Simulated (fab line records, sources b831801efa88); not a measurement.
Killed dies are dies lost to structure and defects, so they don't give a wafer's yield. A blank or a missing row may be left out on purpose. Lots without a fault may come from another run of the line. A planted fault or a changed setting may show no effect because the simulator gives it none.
Which tool did it? | flow sky130 | 11 lots, 33 wafers sampled, at 3 steps of a route of 708

WHAT THE GAUGES READ, wafer by wafer
SKY_SONOS_TUNNEL_TW_MEAS_12.
lot  | measured     | on            | SONOS_TUNNEL_TW
L470 | day 12 10:28 | film_metro-02 | 194.7 193.7 193.8
L471 | day 12 15:29 | film_metro-04 | 196.8 196.2 195.9
L472 | day 12 20:35 | film_metro-04 | 196.4 195.5 196.6
L473 | day 13 06:53 | film_metro-02 | 193.7 193.7 192.9
L474 | day 13 21:05 | film_metro-04 | 198.5 199.5 198.3
L477 | day 14 15:02 | film_metro-04 | 196.6 197.4 197.4
L484 | day 16 09:39 | film_metro-01 | 146.9 145.9 147.5 147.4 145.9 146.9
L485 | day 16 16:36 | film_metro-02 | 144.6 144.2 144.7 145.1 144.0 145.2
L488 | day 17 12:22 | film_metro-04 | 197.0 197.4 198.1
L490 | day 18 02:52 | film_metro-04 | 197.9 197.5 198.5
L493 | day 19 03:49 | film_metro-02 | 194.5 196.0 194.6

SKY_LOCAL_INTERCONNECT_OVL_MEAS_12.
lot  | measured     | on         | LOCAL_INTERCONNECT_OVL (nm)
L470 | day 31 03:58 | overlay-01 | 7 -6 -1
L471 | day 31 11:37 | overlay-01 | -8 -5 5
L472 | day 31 18:47 | overlay-02 | 12 5 7
L473 | day 32 02:07 | overlay-01 | 15 11 9
L474 | day 32 21:19 | overlay-02 | 3 4 5
L477 | day 33 13:26 | overlay-02 | 7 -3 4
L484 | day 35 10:49 | overlay-01 | -10 -8 -10
L485 | day 35 13:16 | overlay-01 | 8 12 6
L488 | day 36 13:28 | overlay-01 | -15 -8 0
L490 | day 37 02:02 | overlay-02 | 0 1 3
L493 | day 38 02:44 | overlay-02 | 5 18 10

WHICH TOOL RAN EACH LOT (tool, then ch and the chambers of the sampled wafers, then the start)
lot  | SKY_SONOS_TUNNEL_IMPLANT_09
L470 | implanter-02 ch 0, day 12 10:01
L471 | implanter-02 ch 0, day 12 15:04
L472 | implanter-01 ch 0, day 12 20:10
L473 | implanter-02 ch 0, day 13 06:15
L474 | implanter-02 ch 0, day 13 20:40
L477 | implanter-02 ch 0, day 14 14:37
L484 | implanter-02 ch 0, day 16 09:07
L485 | implanter-02 ch 0, day 16 16:02
L488 | implanter-03 ch 0, day 17 11:58
L490 | implanter-01 ch 0, day 18 02:28
L493 | implanter-02 ch 0, day 19 02:57
- SKY_SONOS_TUNNEL_IMPLANT_09

WHAT THE TOOLS THEMSELVES READ (means of the sampled wafers that have a number; where no wafer has one, the mark that the record gives instead)
SKY_SONOS_TUNNEL_IMPLANT_09.
lot  | tool         | beam_on_s (s) | dose_ions_cm2 | faraday_current_uA
L470 | implanter-02 | 10.00         | 1.0002e+12    | 5.64
L471 | implanter-02 | 9.79          | 9.9947e+11    | 5.75
L472 | implanter-01 | 9.95          | 9.9887e+11    | 5.68
L473 | implanter-02 | 9.75          | 1.0008e+12    | 5.77
L474 | implanter-02 | 10.06         | 1.0006e+12    | 5.60
L477 | implanter-02 | 10.02         | 1.0007e+12    | 5.64
L484 | implanter-02 | 10.00         | 3.4300e+11    | 1.94
L485 | implanter-02 | 10.06         | 3.4213e+11    | 1.93
L488 | implanter-03 | 10.15         | 1.0006e+12    | 5.55
L490 | implanter-01 | 9.86          | 1.0009e+12    | 5.71
L493 | implanter-02 | 9.92          | 9.9920e+11    | 5.68

THE ANSWER, worked out from the rows above alone
Rule: what is usual is taken from the lots themselves. Put in order of their means at a reading, lots are off if they are a third of the lots or fewer, leave a main group of 4 or more, and stand apart from it by a gap of 3 or more times the standard deviation of the main group's means; of several such gaps the widest counts. A main group whose means are all the same, to the digits that the tables above print for the reading, isn't used. A lot without any number at a reading at which 4 lots or more have one is off too. The other lots that the step has rows for count as sound. The gauges are gone through in route order, then the tools' own readings, and for those a lot's mean is taken as printed above. The first step at which some lot is off is used, and at that step the reading that is off furthest; a lot without a number counts as furthest.
Off: L484, L485, at SKY_SONOS_TUNNEL_TW_MEAS_12 (SONOS_TUNNEL_TW). The main group: mean 196.3, standard deviation 1.7.
A tool fits if, at a process step before that reading, it ran every lot that is off, and no sound lot after the first of them. The gauges at SKY_SONOS_TUNNEL_TW_MEAS_12 aren't tried: what is off there is off at SKY_SONOS_TUNNEL_IMPLANT_09 too, on other tools, and a gauge's error can't cause that. None of those tried fits.

WHAT THE SIMULATOR HAD PUT IN
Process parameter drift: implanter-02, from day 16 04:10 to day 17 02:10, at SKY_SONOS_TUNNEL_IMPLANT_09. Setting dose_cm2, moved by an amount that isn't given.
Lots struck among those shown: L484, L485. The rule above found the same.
